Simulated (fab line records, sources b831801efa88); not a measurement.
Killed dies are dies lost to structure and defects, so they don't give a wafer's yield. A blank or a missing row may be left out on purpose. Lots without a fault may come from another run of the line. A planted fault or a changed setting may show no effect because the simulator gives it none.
A struck lot beside a sound one | flow sky130 | 29 steps out of a route of 708
Sound: wafers L584.3, L584.5, L584.6. Struck: wafers L566.2, L566.4. (L566.3 of the same lot was not struck and is left out.) The cause comes at the end.
At each step with rows: each side's tool, then ch and its chambers, then its first start. Under that, the readings that differ: sound wafers | struck wafers | difference of the means | sigmas: that difference in standard deviations of wafers without a fault.
alike: readings whose means differ by less than 2 such deviations, and words and numbers that are the same on both sides. not compared: withheld readings, readings that some wafer has no value for, bounds like >300 that may hide the same value, and numbers for which the record gives no deviation and whose values overlap.
The two part at a step that has a row with sigmas, a row that says differs or no value, or rows on one side only. Numbers that don't overlap but have no deviation are shown without sigmas and don't part them. A reading that every wafer of one side lacks parts them only if that side has two wafers or more.

first, 8 steps without rows for these wafers: SKY_LOCAL_INTERCONNECT_DEHYDRATE_03 (time 60 s); SKY_LOCAL_INTERCONNECT_HMDS_04 (prime time 60 s); SKY_LOCAL_INTERCONNECT_COAT_05 (resist thk 60 nm); SKY_LOCAL_INTERCONNECT_COAT_06 (resist thk 450 nm); SKY_LOCAL_INTERCONNECT_SOFTBAKE_07 (time 90 s); SKY_LOCAL_INTERCONNECT_EXPOSE_08 (exposes mask LI1M, target cd 170 nm); SKY_LOCAL_INTERCONNECT_PEB_09; SKY_LOCAL_INTERCONNECT_DEVELOP_10 (develop time 60 s).
SKY_LOCAL_INTERCONNECT_ETCH_13: etches BARC in N2/H2, stops on SiO2, time 45.9 s, target depth 60 nm.
  sound on rie_metal-04 ch 0,1, day 38 10:42; struck on rie_metal-04 ch 0,1, day 33 05:37
  reading                                                   | sound             | struck      | difference | sigmas
  oes_product_au (a.u.)                                     | 0.857 0.850 0.861 | 0.787 0.797 | -0.064     | -14
  model.KrF-thick_of_LOCAL_INTERCONNECT_COAT_06.thk_nm (nm) | 393.3 392.1 391.5 | 408.7 407.5 | +15.8      |
  model.etch.depth_nm (nm)                                  | 59.95 59.91 59.98 | 51.89 52.66 | -7.67      |
  model.LOCAL_INTERCONNECT.cd_nm (nm)                       | 169.6 168.4 170.1 | 172.8 172.8 | +3.4       |
  alike: bias_w, drypump_motor_current_A, throttle_valve_pct
  not compared: rf_hours_counter_h
SKY_LOCAL_INTERCONNECT_METAL_ETCH_14: etches TiN in Cl2/BCl3, stops on PSG, target depth 110 nm, time 31.4 s.
  sound on rie_metal-04 ch 0,1, day 38 10:46; struck on rie_metal-04 ch 0,1, day 33 05:41
  reading                                                   | sound                | struck        | difference | sigmas
  oes_product_au (a.u.)                                     | 0.930 0.936 0.942    | 0.371 0.367   | -0.567     | -81
  throttle_valve_pct (%)                                    | 21.897 21.894 21.908 | 22.258 22.269 | +0.364     | +39
  model.KrF-thick_of_LOCAL_INTERCONNECT_COAT_06.thk_nm (nm) | 349.1 347.7 346.5    | 364.3 362.7   | +15.7      |
  model.LOCAL_INTERCONNECT.cd_nm (nm)                       | 169.7 168.7 170.2    | 172.3 172.2   | +2.7       |
  alike: bias_w, drypump_motor_current_A
  not compared: rf_hours_counter_h
SKY_LOCAL_INTERCONNECT_STRIP_15: strips in O2/N2.
  sound on plasma_asher-02 ch 0,1, day 38 10:50; struck on plasma_asher-04 ch 0,1, day 33 05:44
  reading                      | sound             | struck      | difference | sigmas
  oes_product_au (a.u.)        | 0.425 0.417 0.427 | 0.434 0.433 | +0.011     | +3
  strip_time_to_endpoint_s (s) | 4.727 4.706 4.707 | 4.889 4.874 | +0.168     | +9
  alike: drypump_motor_current_A
  not compared: rf_hours_counter_h
then, 14 steps without rows for these wafers: SKY_LOCAL_INTERCONNECT_STRIP_16 (strips in post etch residue remover, time 1200 s); SKY_LOCAL_INTERCONNECT_CLEAN_17 (cleans in IPA, time 180 s); SKY_LOCAL_INTERCONNECT_CLEAN_18 (cleans in O3/DIW); SKY_CONTACT_CVD_00 (deposits Si3N4, target thk 75 nm); SKY_CONTACT_HDPCVD_02 (deposits SiO2, target thk 565 nm, time 94.2 s); SKY_CONTACT_CMP_04 (polishes SiO2); SKY_CONTACT_DEHYDRATE_06 (time 60 s); SKY_CONTACT_HMDS_07 (prime time 60 s); SKY_CONTACT_COAT_08 (resist thk 60 nm); SKY_CONTACT_COAT_09 (resist thk 450 nm); SKY_CONTACT_SOFTBAKE_10 (time 90 s); SKY_CONTACT_EXPOSE_11 (exposes mask CTM1, target cd 170 nm); SKY_CONTACT_PEB_12; SKY_CONTACT_DEVELOP_13 (develop time 60 s).
SKY_CONTACT_CD_MEAS_14: target cd 170 nm.
  sound on cd_sem-01, day 39 13:55; struck on cd_sem-02, day 34 09:54
  reading    | sound             | struck | difference                    | sigmas
  cd_nm (nm) | 169.0 167.6 169.1 | - -    | no value on the struck wafers |
SKY_CONTACT_OVL_MEAS_15:
  sound on overlay-02, day 39 14:01; struck on overlay-02, day 34 10:01
  reading          | sound   | struck | difference                    | sigmas
  CONTACT_OVL (nm) | 0 -4 -4 | - -    | no value on the struck wafers |
then, 1 step without rows for these wafers: SKY_CONTACT_ETCH_16 (etches BARC in N2/H2, stops on SiO2, time 45.9 s, target depth 60 nm).
-- the record jumps here: 14 days lie between the struck wafers' starts before and after (it left off in module CONTACT and takes up again in module PAD_OPEN, whose first step shown is number 708 of the route) --
SKY_PAD_OPEN_PROBE_99:
  the record has rows for the struck wafers here (prober-02, day 47 22:47) and none for the sound ones

WHERE THEY PART
First at SKY_LOCAL_INTERCONNECT_ETCH_13; last, within this record, at SKY_PAD_OPEN_PROBE_99.

WHY: what the simulator had put in
Process parameter drift: rie_metal-04, from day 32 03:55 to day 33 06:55, at SKY_LOCAL_INTERCONNECT_ETCH_13. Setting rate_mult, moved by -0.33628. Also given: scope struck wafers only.
